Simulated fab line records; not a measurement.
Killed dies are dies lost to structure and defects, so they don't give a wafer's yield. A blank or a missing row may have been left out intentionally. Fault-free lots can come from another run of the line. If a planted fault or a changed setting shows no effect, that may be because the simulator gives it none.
What tool caused it?    flow gf180mcu    21 wafers from 7 lots sampled at 2 of the route's 602 steps

WHAT THE GAUGES SHOWED, per wafer
GF_M3_OVL_MEAS_15.
lot   measured      on          M3_OVL (nm)
L957  day 22 13:41  overlay-02  -5 -3 -4
L960  day 24 01:23  overlay-02  2 3 1
L964  day 24 23:29  overlay-01  -2 2 -4
L970  day 26 19:02  overlay-01  -5 -1 1
L972  day 27 09:38  overlay-01  -5 -5 -4
L974  day 27 23:35  overlay-01  6 -1 2
L978  day 29 02:14  overlay-01  -1 7 -4

EACH LOT AND THE TOOL THAT RAN IT (in order: tool; ch and the chambers of the sampled wafers; start)
lot   GF_V2_CVD_23
L957  cvd_w-01 ch 0,1, day 21 13:14
L960  cvd_w-01 ch 0, day 23 01:46
L964  cvd_w-01 ch 0,1, day 24 00:17
L970  cvd_w-02 ch 0,1, day 25 21:17
L972  cvd_w-02 ch 0,1, day 26 12:10
L974  cvd_w-02 ch 0,1, day 27 03:00
L978  cvd_w-02 ch 0,1, day 28 05:50
- GF_V2_CVD_23: deposits W, target thk 350 nm, time 104.94 s.

THE ANSWER, worked out from the rows above alone
Rule: what is usual is taken from the lots themselves. Put in order of their means at a reading, lots are off if they are a third of the lots or fewer, leave a main group of 4 or more, and stand apart from it by a gap of 3 or more times the standard deviation of the main group's means; of several such gaps the widest counts. The tables above print the reading to a certain number of digits; a main group whose means all agree to those digits is not used. A lot without any number at a reading at which 4 lots or more have one is off too. The other lots that the step has rows for count as sound.
Across all readings shown, no lot is off: no conclusion can be drawn from this.

WHAT THE SIMULATOR HAD PUT IN
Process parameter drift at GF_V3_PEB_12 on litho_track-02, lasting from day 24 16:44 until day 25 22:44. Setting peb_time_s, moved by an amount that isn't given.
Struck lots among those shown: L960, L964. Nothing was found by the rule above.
